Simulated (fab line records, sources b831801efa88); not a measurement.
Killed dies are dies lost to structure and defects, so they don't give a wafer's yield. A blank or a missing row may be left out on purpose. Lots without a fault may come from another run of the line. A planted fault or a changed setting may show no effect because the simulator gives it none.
fab line records | flow gf180mcu
record lots=13 wafers=39 last_day=34
route steps=602 shown STI@23 POLY_GATE@157
lots that met no fault: from a run of the same line without faults
start_h: hours from the record's first day to the start of the lot's first wafer shown | wait_h: hours since the lot's step before | " the same as in the row above | L1.1+2: a row that stands for several wafers | - no value, or no start given | * or withheld: withheld | < > ~ a bound
route shown NAME@n: a module of which the file shows steps, and the number in the route of the first | usual: mean/standard deviation of fault-free wafers | same: alike in all rows | chamber/n: place in a boat | sites: the reading at each site | _std_site: their standard deviation | _edge_site: outer sites' mean less inner sites' | radius_mm: how far each site lies from the wafer's centre | mask NAME#n: copy n | behind: the tool/chamber that last shaped the wafer | hold: why the lot was held/for how many hours/how that ended | device: the transistor (n, p or np) that didn't switch | end of line: the same wafers' tests at the end of the route | a step without rows: its recipe alone | killed: dies lost to structure and defects at the first sort, not the wafer's yield | map: a wafer's dies, x killed, . not, _ none there
set.NAME: the setting as run; set.NAME@STEP: as run at that earlier step | model.NAME: the simulator's own value behind a step, which no gauge read
steps of the route over a sample of lots; a table a step, a row a wafer
## steps
# step GF_STI_THK_MEAS_22
# recipe reads=SiO2_of_STI_OXIDATION_21
# usual STI_OXIDATION_01_THK=15.0/0.32
# columns lot.wafer tool chamber start_h wait_h STI_OXIDATION_01_THK[nm]
L118.1 film_metro-04 - 27.79 0.1 14.5
L118.5 " - " " 14.6
L118.6 " - " " 14.6
L120.2 film_metro-04 - 37.38 0.0 15.2
L120.3 " - " " 14.8
L120.5 " - " " 14.5
L121.1 film_metro-03 - 43.28 0.0 14.6
L121.3 " - " " 14.7
L121.5 " - " " 14.5
L123.2 film_metro-01 - 53.64 0.0 14.6
L123.4 " - " " 14.8
L123.6 " - " " 14.9
L125.2 film_metro-01 - 62.82 0.0 14.9
L125.3 " - " " 14.9
L125.6 " - " " 15.2
L126.1 film_metro-01 - 69.15 0.0 14.3
L126.2 " - " " 14.5
L126.5 " - " " 14.4
L127.2 film_metro-03 - 74.21 0.0 15.2
L127.3 " - " " 15.1
L127.6 " - " " 15.5
L128.1 film_metro-04 - 79.30 0.0 15.0
L128.2 " - " " 15.1
L128.3 " - " " 15.1
L129.3 film_metro-04 - 84.95 0.0 15.0
L129.5 " - " " 15.2
L129.6 " - " " 15.0
L130.1 film_metro-03 - 88.96 0.0 14.8
L130.2 " - " " 14.9
L130.4 " - " " 14.8
L134.2 film_metro-01 - 110.97 0.0 14.4
L134.4 " - " " 14.4
L134.5 " - " " 14.4
L139.1 film_metro-01 - 136.40 0.0 14.6
L139.3 " - " " 14.8
L139.6 " - " " 14.7
L141.1 film_metro-01 - 145.51 0.0 15.7
L141.5 " - " " 15.9
L141.6 " - " " 15.5
# step GF_STI_THK_MEAS_24
# recipe reads=SiO2_of_STI_CVD_23
# usual STI_CVD_23_THK=647/6.4
# columns lot.wafer tool chamber start_h wait_h STI_CVD_23_THK[nm]
L118.1 film_metro-01 - 28.03 0.1 641
L118.5 " - " " 643
L118.6 " - " " 643
L120.2 film_metro-01 - 37.52 0.0 643
L120.3 " - " " 646
L120.5 " - " " 643
L121.1 film_metro-03 - 43.42 0.0 662
L121.3 " - " " 649
L121.5 " - " " 659
L123.2 film_metro-03 - 53.78 0.0 645
L123.4 " - " " 647
L123.6 " - " " 640
L125.2 film_metro-04 - 62.96 0.0 650
L125.3 " - " " 651
L125.6 " - " " 654
L126.1 film_metro-03 - 69.29 0.0 655
L126.2 " - " " 649
L126.5 " - " " 646
L127.2 film_metro-01 - 74.34 0.0 646
L127.3 " - " " 640
L127.6 " - " " 644
L128.1 film_metro-01 - 79.44 0.0 645
L128.2 " - " " 643
L128.3 " - " " 648
L129.3 film_metro-03 - 85.09 0.1 642
L129.5 " - " " 646
L129.6 " - " " 647
L130.1 film_metro-01 - 89.10 0.0 641
L130.2 " - " " 643
L130.4 " - " " 646
L134.2 film_metro-01 - 111.10 0.0 642
L134.4 " - " " 639
L134.5 " - " " 640
L139.1 film_metro-04 - 136.54 0.0 639
L139.3 " - " " 651
L139.6 " - " " 654
L141.1 film_metro-03 - 145.65 0.0 641
L141.5 " - " " 645
L141.6 " - " " 638
# step GF_POLY_GATE_CVD_00
# recipe material=poly-Si target_thk_nm=200 temp_c=620 time_s=1200 pressure_mtorr=200
# usual spike_tc_centre_C=620.8/1.3 zone_power_centre_pct=8.5/0.92
# columns lot.wafer tool chamber start_h wait_h spike_tc_centre_C zone_power_centre_pct
L118.1 lpcvd-02 1 178.22 0.2 619.3 7.3
L118.5 " 1 " " 618.0 7.1
L118.6 " 1 " " 620.0 7.2
L120.2 lpcvd-01 1 191.82 0.0 617.9 8.2
L120.3 " 1 " " 621.6 8.2
L120.5 " 1 " " 619.3 8.2
L121.1 lpcvd-02 1 199.72 0.0 620.8 7.0
L121.3 " 1 " " 622.6 7.2
L121.5 " 1 " " 619.3 7.1
L123.2 lpcvd-02 1 213.33 0.0 620.3 7.2
L123.4 " 1 " " 620.4 7.1
L123.6 " 1 " " 619.1 7.0
L125.2 lpcvd-02 0 226.01 0.0 621.9 9.1
L125.3 " 0 " " 619.3 9.2
L125.6 " 0 " " 620.3 9.1
L126.1 lpcvd-01 1 233.30 0.2 620.2 8.0
L126.2 " 1 " " 621.4 8.0
L126.5 " 1 " " 620.6 8.3
L127.2 lpcvd-02 1 240.02 0.0 620.8 7.2
L127.3 " 1 " " 619.5 7.2
L127.6 " 1 " " 620.4 7.2
L128.1 lpcvd-02 0 248.79 0.0 622.9 9.2
L128.2 " 0 " " 620.4 9.2
L128.3 " 0 " " 621.6 9.2
L129.3 lpcvd-02 0 255.34 0.0 621.6 9.3
L129.5 " 0 " " 622.4 9.1
L129.6 " 0 " " 621.8 9.2
L130.1 lpcvd-02 0 258.53 0.0 636.2 11.9
L130.2 " 0 " " 635.2 11.7
L130.4 " 0 " " 636.8 12.0
L134.2 lpcvd-01 0 291.20 0.0 621.3 9.4
L134.4 " 0 " " 621.5 9.5
L134.5 " 0 " " 624.0 9.3
L139.1 lpcvd-01 0 324.72 0.0 620.8 9.3
L139.3 " 0 " " 619.8 9.3
L139.6 " 0 " " 621.7 9.3
L141.1 lpcvd-02 0 338.07 0.0 620.8 9.1
L141.5 " 0 " " 620.6 9.2
L141.6 " 0 " " 621.2 9.2
# step GF_POLY_GATE_THK_MEAS_01
# recipe reads=poly-Si_of_POLY_GATE_CVD_00
# usual POLY_GATE_CVD_00_THK=200.6/1.8
# columns lot.wafer tool chamber start_h wait_h POLY_GATE_CVD_00_THK[nm]
L118.1 film_metro-03 - 179.56 0.0 198.5
L118.5 " - " " 197.0
L118.6 " - " " 197.6
L120.2 film_metro-04 - 193.16 0.0 199.7
L120.3 " - " " 198.7
L120.5 " - " " 199.5
L121.1 film_metro-04 - 201.05 0.0 202.1
L121.3 " - " " 200.9
L121.5 " - " " 200.5
L123.2 film_metro-04 - 214.68 0.0 202.0
L123.4 " - " " 201.0
L123.6 " - " " 201.6
L125.2 film_metro-02 - 227.35 0.0 202.2
L125.3 " - " " 201.3
L125.6 " - " " 202.9
L126.1 film_metro-03 - 235.30 0.0 199.8
L126.2 " - " " 200.5
L126.5 " - " " 201.0
L127.2 film_metro-03 - 241.37 0.0 200.6
L127.3 " - " " 202.4
L127.6 " - " " 201.9
L128.1 film_metro-02 - 250.12 0.0 197.5
L128.2 " - " " 200.3
L128.3 " - " " 197.7
L129.3 film_metro-04 - 256.69 0.0 201.0
L129.5 " - " " 200.4
L129.6 " - " " 199.8
L130.1 film_metro-03 - 259.86 0.0 223.5
L130.2 " - " " 219.3
L130.4 " - " " 211.4
L134.2 film_metro-02 - 292.54 0.0 198.9
L134.4 " - " " 198.0
L134.5 " - " " 200.0
L139.1 film_metro-04 - 326.06 0.0 197.4
L139.3 " - " " 196.9
L139.6 " - " " 198.2
L141.1 film_metro-02 - 339.40 0.0 202.8
L141.5 " - " " 203.4
L141.6 " - " " 202.4
# step GF_POLY_GATE_OVL_MEAS_11
# usual POLY_GATE_OVL=0/5
# columns lot.wafer tool chamber start_h wait_h POLY_GATE_OVL[nm]
L118.1 overlay-01 - 196.43 0.1 -3
L118.5 " - " " -8
L118.6 " - " " -4
L120.2 overlay-01 - 210.23 0.1 6
L120.3 " - " " 7
L120.5 " - " " 3
L121.1 overlay-01 - 218.58 0.1 1
L121.3 " - " " -4
L121.5 " - " " 0
L123.2 overlay-01 - 233.03 0.1 5
L123.4 " - " " 2
L123.6 " - " " -1
L125.2 overlay-01 - 246.13 0.1 1
L125.3 " - " " 2
L125.6 " - " " 6
L126.1 overlay-01 - 254.27 0.1 -3
L126.2 " - " " 1
L126.5 " - " " -2
L127.2 overlay-01 - 260.28 0.1 -8
L127.3 " - " " -1
L127.6 " - " " -8
L128.1 overlay-01 - 268.82 0.1 5
L128.2 " - " " 8
L128.3 " - " " 8
L129.3 overlay-01 - 275.89 0.1 -8
L129.5 " - " " -5
L129.6 " - " " -7
L130.1 overlay-01 - 279.07 0.1 8
L130.2 " - " " 10
L130.4 " - " " 6
L134.2 overlay-01 - 312.87 0.1 2
L134.4 " - " " 8
L134.5 " - " " 4
L139.1 overlay-02 - 347.22 0.1 -1
L139.3 " - " " 2
L139.6 " - " " 0
L141.1 overlay-01 - 361.08 0.1 7
L141.5 " - " " 12
L141.6 " - " " 12
## key
first_sign step=GF_POLY_GATE_CVD_00 reading=spike_tc_centre_C direction=up sigmas=12 usual=620.8 struck=636.1
effect step=GF_POLY_GATE_CVD_00 reading=zone_power_centre_pct direction=up sigmas=3.7 usual=8.5 struck=11.9
effect step=GF_POLY_GATE_THK_MEAS_01 reading=POLY_GATE_CVD_00_THK direction=up sigmas=9.6 usual=200.6 struck=218.1
met_at GF_POLY_GATE_CVD_00
struck_lots L130
struck_wafers L130.1,L130.2,L130.4
tester_left_out L130
not_acting_at GF_STI_THK_MEAS_22,GF_STI_THK_MEAS_24,GF_POLY_GATE_OVL_MEAS_11
onset_between 255.34 258.53
fault kind=process_parameter_drift tool=lpcvd-02 chamber=0 onset_h=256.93 steps=GF_POLY_GATE_CVD_00 channel=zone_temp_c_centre offset=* shape=step end_h=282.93
# tester_left_out: of these lots the tester's yield and bins aren't shown, on N5 and GAA mostly nor the transistor test; their killed dies are dies lost to structure and defects alone, not to doping, threshold or leakage, so they don't give the yield
